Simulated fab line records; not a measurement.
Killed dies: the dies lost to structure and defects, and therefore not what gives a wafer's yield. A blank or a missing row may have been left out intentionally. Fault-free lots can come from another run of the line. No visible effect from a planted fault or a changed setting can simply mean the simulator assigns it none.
fab line records    flow gf180mcu
[record] lots = 12  wafers = 36  lastDay = 34
route steps=602 shown V3@451 M4@470 V4@502 MIM@511
lots that met no fault: from a run of the same line without faults
startH: start of the lot's first displayed wafer, in hours after the record's first day    waitH: hours since the lot's step before    " identical to the entry in the row above    L1.1+2: a row that stands for several wafers    - no value, or no start was given    * or withheld: withheld    < > ~ a bound
route shown NAME@n: NAME is a module with steps in the file, n the number in the route of the first one    usual: the fault-free wafers' mean and standard deviation    same: alike in all rows    chamber/n: place in a boat    sites: each site's reading    _std_site: the values' standard deviation    _edge_site: mean of outer sites minus mean of inner sites    radiusMm: how far each site lies from the wafer's centre    mask NAME#n: copy n    behind: the last tool/chamber to shape the wafer    hold: why the lot went on hold/how many hours it stayed there/how the hold came to an end    device: the n, p or np transistor that did not switch    end of line: tests run on the same wafers once the route is complete    a step given without rows: its recipe and nothing more    killed: dies that structure and defects cost at the first sort, which is not the same as the wafer's yield    map: shows each die of a wafer: x if killed, . if not, _ if none is there
set.NAME: the setting that was run; set.NAME@STEP: the one run at that earlier step    model.NAME: the simulator's own value behind a step, which no gauge read
the route's steps for a sample of lots (tables are steps, rows are wafers)
services: from which hour (startH, from the record's first day; less than 0 if before it) a tool's chamber was out of use, for how many hours, and why
[[steps]]
[step GF_V3_SPUTTER_22]
[recipe] material = TiN  targetThkNm = 10  chamberPressurePa = 5  powerW = 4000  timeS = 40
[usual] throttleValvePct = 30.4/0.69
[same] timeS = 40
lot.wafer  tool           chamber  startH  waitH  throttleValvePct
L993.1     pvdSputter-01  -        510.78  0.0    30.4
L993.3     "              -        "       "      30.5
L993.6     "              -        "       "      29.9
L995.1     pvdSputter-04  -        527.50  0.0    30.6
L995.3     "              -        "       "      31.0
L995.4     "              -        "       "      31.2
L996.3     pvdSputter-01  -        531.69  0.0    30.4
L996.4     "              -        "       "      31.3
L996.6     "              -        "       "      30.4
L997.2     pvdSputter-01  -        541.61  0.0    30.3
L997.5     "              -        "       "      31.1
L997.6     "              -        "       "      30.6
L999.4     pvdSputter-01  -        553.78  0.0    29.8
L999.5     "              -        "       "      29.8
L999.6     "              -        "       "      30.4
L101.3     pvdSputter-01  -        577.19  0.0    31.2
L101.4     "              -        "       "      29.5
L101.6     "              -        "       "      30.8
L102.3     pvdSputter-02  -        588.54  0.0    29.0
L102.5     "              -        "       "      30.3
L102.6     "              -        "       "      31.3
L106.2     pvdSputter-02  -        619.64  0.0    29.1
L106.4     "              -        "       "      30.2
L106.6     "              -        "       "      30.3
L108.1     pvdSputter-02  -        638.25  0.0    30.4
L108.2     "              -        "       "      29.3
L108.6     "              -        "       "      30.3
L110.1     pvdSputter-04  -        646.51  0.0    30.5
L110.2     "              -        "       "      31.1
L110.6     "              -        "       "      29.9
L115.1     pvdSputter-04  -        673.96  0.0    31.0
L115.3     "              -        "       "      30.4
L115.5     "              -        "       "      30.9
L116.3     pvdSputter-02  -        684.87  0.0    30.4
L116.4     "              -        "       "      31.6
L116.6     "              -        "       "      31.4
[step GF_M4_CD_MEAS_14]
[recipe] targetCdNm = 280
[usual] cdNm = 280.2/1.1
lot.wafer  tool      chamber  startH  waitH  cdNm
L993.1     cdSem-01  -        534.67  0.1    280.6
L993.3     "         -        "       "      279.7
L993.6     "         -        "       "      281.0
L995.1     cdSem-02  -        550.90  0.1    279.6
L995.3     "         -        "       "      279.7
L995.4     "         -        "       "      278.9
L996.3     cdSem-02  -        554.35  0.1    280.6
L996.4     "         -        "       "      280.9
L996.6     "         -        "       "      280.2
L997.2     cdSem-01  -        564.59  0.1    280.1
L997.5     "         -        "       "      279.8
L997.6     "         -        "       "      280.5
L999.4     cdSem-02  -        576.26  0.1    281.2
L999.5     "         -        "       "      279.4
L999.6     "         -        "       "      279.8
L101.3     cdSem-01  -        598.98  0.2    280.4
L101.4     "         -        "       "      280.3
L101.6     "         -        "       "      280.2
L102.3     cdSem-02  -        609.85  0.1    280.1
L102.5     "         -        "       "      281.2
L102.6     "         -        "       "      281.7
L106.2     cdSem-02  -        640.23  0.1    281.0
L106.4     "         -        "       "      279.7
L106.6     "         -        "       "      280.2
L108.1     cdSem-01  -        659.22  0.1    280.4
L108.2     "         -        "       "      280.5
L108.6     "         -        "       "      280.5
L110.1     cdSem-02  -        667.21  0.1    278.2
L110.2     "         -        "       "      278.3
L110.6     "         -        "       "      278.9
L115.1     cdSem-02  -        692.66  0.1    281.3
L115.3     "         -        "       "      281.0
L115.5     "         -        "       "      279.7
L116.3     cdSem-01  -        704.55  0.1    280.0
L116.4     "         -        "       "      279.6
L116.6     "         -        "       "      279.4
[step GF_V4_CMP_26]
[recipe] stopOn = SiO2  downForcePsi = 3.5  platenRpm = 60  tOverpolishS = 15  targetThkNm = 0  padVelocityMS = 0.94248
[usual] motorCurrentA = 11.5/1.1  overpolishRunS = 15.000/0.009  timeToEndpointS = 84/4.5
[same] tOverpolishS = 15
lot.wafer  tool    chamber  startH  waitH  motorCurrentA  overpolishRunS  timeToEndpointS
L993.3     cmp-02  3        559.93  0.0    11.8           15.003          83
L993.1     "       1        "       "      11.8           15.004          91
L993.6     "       3        "       "      11.7           14.991          85
L995.1     cmp-01  0        575.10  0.3    11.2           15.006          80
L995.3     "       2        "       "      10.3           15.009          76
L995.4     "       3        "       "      12.9           14.998          83
L996.3     cmp-01  0        578.61  0.1    11.2           14.989          80
L996.4     "       1        "       "      9.0            15.002          83
L996.6     "       3        "       "      12.8           15.001          76
L997.2     cmp-02  3        588.48  0.1    12.3           15.007          79
L997.6     "       2        "       "      11.5           14.986          84
L997.5     "       3        "       "      12.2           15.003          83
L999.4     cmp-01  3        600.11  0.1    12.4           15.003          88
L999.6     "       2        "       "      10.4           15.007          79
L999.5     "       3        "       "      12.5           15.009          84
L101.4     cmp-02  1        622.27  0.1    10.5           14.986          88
L101.3     "       3        "       "      11.9           15.006          82
L101.6     "       0        "       "      11.7           14.991          79
L102.3     cmp-02  2        632.77  0.3    12.8           15.002          79
L102.6     "       0        "       "      11.3           15.004          81
L102.5     "       1        "       "      11.3           14.986          86
L106.4     cmp-02  2        663.47  0.0    12.8           15.008          82
L106.2     "       0        "       "      11.2           14.991          83
L106.6     "       2        "       "      12.6           14.986          80
L108.2     cmp-01  0        681.51  0.0    11.6           15.019          82
L108.1     "       2        "       "      10.3           15.004          81
L108.6     "       1        "       "      8.9            15.002          91
L110.2     cmp-02  0        689.08  0.1    12.6           14.992          76
L110.1     "       2        "       "      12.8           15.001          78
L110.6     "       0        "       "      11.6           15.005          79
L115.1     cmp-01  3        713.10  0.1    13.0           15.003          91
L115.3     "       2        "       "      10.5           14.994          85
L115.5     "       0        "       "      11.5           14.996          87
L116.4     cmp-02  0        724.70  0.1    11.6           14.988          79
L116.3     "       1        "       "      11.0           15.001          84
L116.6     "       2        "       "      12.3           15.004          79
[step GF_MIM_SPUTTER_08]
[recipe] material = AlCu  targetThkNm = 200  powerW = 10600  timeS = 10.6  chamberPressurePa = 0.4
[usual] throttleValvePct = 30.3/0.97
lot.wafer  tool           chamber  startH  waitH  throttleValvePct
L993.1     pvdSputter-04  -        560.59  0.0    31.3
L993.3     "              -        "       "      31.2
L993.6     "              -        "       "      30.5
L995.1     pvdSputter-02  -        575.76  0.0    29.2
L995.3     "              -        "       "      30.1
L995.4     "              -        "       "      30.1
L996.3     pvdSputter-03  -        579.24  0.0    31.4
L996.4     "              -        "       "      28.2
L996.6     "              -        "       "      29.8
L997.2     pvdSputter-03  -        589.09  0.0    29.7
L997.5     "              -        "       "      31.4
L997.6     "              -        "       "      30.2
L999.4     pvdSputter-02  -        600.74  0.0    29.1
L999.5     "              -        "       "      29.1
L999.6     "              -        "       "      30.2
L101.3     pvdSputter-04  -        622.88  0.0    31.1
L101.4     "              -        "       "      31.1
L101.6     "              -        "       "      31.1
L102.3     pvdSputter-03  -        633.33  0.0    29.3
L102.5     "              -        "       "      29.7
L102.6     "              -        "       "      30.3
L106.2     pvdSputter-04  -        664.13  0.0    30.4
L106.4     "              -        "       "      31.2
L106.6     "              -        "       "      30.4
L108.1     pvdSputter-03  -        682.17  0.0    29.8
L108.2     "              -        "       "      28.1
L108.6     "              -        "       "      29.5
L110.1     pvdSputter-03  -        689.68  0.0    28.2
L110.2     "              -        "       "      31.4
L110.6     "              -        "       "      29.6
L115.1     pvdSputter-04  -        713.75  0.0    31.2
L115.3     "              -        "       "      30.0
L115.5     "              -        "       "      30.9
L116.3     pvdSputter-02  -        725.26  0.0    30.3
L116.4     "              -        "       "      31.4
L116.6     "              -        "       "      30.6
[step GF_MIM_RS_MEAS_10]
[recipe] thkMeasGauge = four-point-probe  reads = TiN_of_MIM_SPUTTER_09+AlCu_of_MIM_SPUTTER_08+TiN_of_MIM_SPUTTER_07
[usual] MIM_ALCU_RS = 0.1597/0.0018
lot.wafer  tool          chamber  startH  waitH  MIM_ALCU_RS[ohm/sq]
L993.1     filmMetro-03  -        560.64  0.0    0.1609
L993.3     "             -        "       "      0.1597
L993.6     "             -        "       "      0.1596
L995.1     filmMetro-03  -        575.82  0.0    0.1581
L995.3     "             -        "       "      0.1591
L995.4     "             -        "       "      0.1616
L996.3     filmMetro-03  -        579.34  0.1    0.1599
L996.4     "             -        "       "      0.1588
L996.6     "             -        "       "      0.1601
L997.2     filmMetro-03  -        589.16  0.0    0.1567
L997.5     "             -        "       "      0.1562
L997.6     "             -        "       "      0.1589
L999.4     filmMetro-03  -        600.86  0.1    0.1597
L999.5     "             -        "       "      0.1587
L999.6     "             -        "       "      0.1647
L101.3     filmMetro-03  -        622.97  0.1    0.1603
L101.4     "             -        "       "      0.1601
L101.6     "             -        "       "      0.1610
L102.3     filmMetro-04  -        633.43  0.1    0.1584
L102.5     "             -        "       "      0.1579
L102.6     "             -        "       "      0.1577
L106.2     filmMetro-01  -        664.20  0.0    0.1609
L106.4     "             -        "       "      0.1626
L106.6     "             -        "       "      0.1618
L108.1     filmMetro-04  -        682.22  0.0    0.1661
L108.2     "             -        "       "      0.1650
L108.6     "             -        "       "      0.1584
L110.1     filmMetro-04  -        689.74  0.0    0.1671
L110.2     "             -        "       "      0.1688
L110.6     "             -        "       "      0.1597
L115.1     filmMetro-01  -        713.81  0.0    0.1626
L115.3     "             -        "       "      0.1615
L115.5     "             -        "       "      0.1622
L116.3     filmMetro-03  -        725.35  0.1    0.1636
L116.4     "             -        "       "      0.1610
L116.6     "             -        "       "      0.1621
[step GF_MIM_THK_MEAS_11]
[recipe] thkMeasGauge = xrf  reads = AlCu_of_MIM_SPUTTER_08
[usual] MIM_ALCU_THK = 202.3/2.8
lot.wafer  tool          chamber  startH  waitH  MIM_ALCU_THK[nm]
L993.1     filmMetro-03  -        560.76  0.1    202.1
L993.3     "             -        "       "      202.5
L993.6     "             -        "       "      204.5
L995.1     filmMetro-03  -        575.94  0.1    206.2
L995.3     "             -        "       "      204.3
L995.4     "             -        "       "      202.1
L996.3     filmMetro-03  -        579.44  0.1    202.6
L996.4     "             -        "       "      205.0
L996.6     "             -        "       "      203.1
L997.2     filmMetro-03  -        589.27  0.1    207.1
L997.5     "             -        "       "      207.9
L997.6     "             -        "       "      203.7
L999.4     filmMetro-03  -        600.95  0.1    202.5
L999.5     "             -        "       "      204.2
L999.6     "             -        "       "      196.2
L101.3     filmMetro-03  -        623.07  0.1    202.2
L101.4     "             -        "       "      203.5
L101.6     "             -        "       "      202.0
L102.3     filmMetro-04  -        633.53  0.1    202.2
L102.5     "             -        "       "      202.9
L102.6     "             -        "       "      202.6
L106.2     filmMetro-01  -        664.31  0.1    200.5
L106.4     "             -        "       "      199.9
L106.6     "             -        "       "      200.5
L108.1     filmMetro-04  -        682.34  0.1    192.4
L108.2     "             -        "       "      194.8
L108.6     "             -        "       "      201.6
L110.1     filmMetro-04  -        689.86  0.1    191.3
L110.2     "             -        "       "      190.9
L110.6     "             -        "       "      200.5
L115.1     filmMetro-01  -        713.93  0.1    199.0
L115.3     "             -        "       "      200.3
L115.5     "             -        "       "      200.3
L116.3     filmMetro-03  -        725.45  0.1    197.5
L116.4     "             -        "       "      202.0
L116.6     "             -        "       "      199.6
[[services]]
tool           chamber  startH  hours  kind
cmp-01         -        499.92  4.3    repair
cmp-01         -        546.27  3.5    pm
pvdSputter-02  -        566.47  5.2    repair
cmp-02         -        572.96  4.0    pm
cmp-02         -        576.96  -      consumableReplace:conditioner
cmp-02         -        576.96  -      consumableReplace:pad
cmp-01         -        581.20  9.3    pm
cmp-02         -        606.46  4.9    pm
pvdSputter-04  -        617.04  4.0    repair
pvdSputter-02  3        622.74  -      consumableReplace:kit
pvdSputter-02  3        622.74  18.0   scheduledDown
pvdSputter-02  3        622.74  18.0   ventCycle
pvdSputter-03  -        622.75  1.1    repair
pvdSputter-03  1        629.64  -      consumableReplace:kit
cmp-02         -        633.80  1.2    repair
cmp-01         -        637.64  6.8    pm
cmp-02         -        644.45  3.6    pm
pvdSputter-01  -        653.95  1.1    repair
pvdSputter-04  0        664.18  -      consumableReplace:kit
pvdSputter-04  0        664.18  18.0   scheduledDown
pvdSputter-04  0        664.18  18.0   ventCycle
pvdSputter-04  -        684.66  3.7    repair
pvdSputter-02  -        691.37  23.9   repair
cmp-01         -        720.10  2.1    repair
[[key]]
[firstSign] step = GF_MIM_RS_MEAS_10  reading = MIM_ALCU_RS  direction = up  sigmas = 3.8  usual = 0.1597  struck = 0.1667
[effect] step = GF_MIM_THK_MEAS_11  reading = MIM_ALCU_THK  direction = down  sigmas = 3.5  usual = 202.3  struck = 192.4
metAt GF_MIM_SPUTTER_08
struckLots L108,L110
struckWafers L108.1,L108.2,L110.1,L110.2
notActingAt GF_V3_SPUTTER_22,GF_M4_CD_MEAS_14,GF_V4_CMP_26
onsetBetween 633.33 682.17
[fault] kind = processParameterDrift  tool = pvdSputter-03  chamber = -  onsetH = 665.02  steps = GF_MIM_SPUTTER_08  channel = timeS  offset = *  shape = step  endH = 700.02  scope = struckWafersOnly  actsIn = *  stated = *
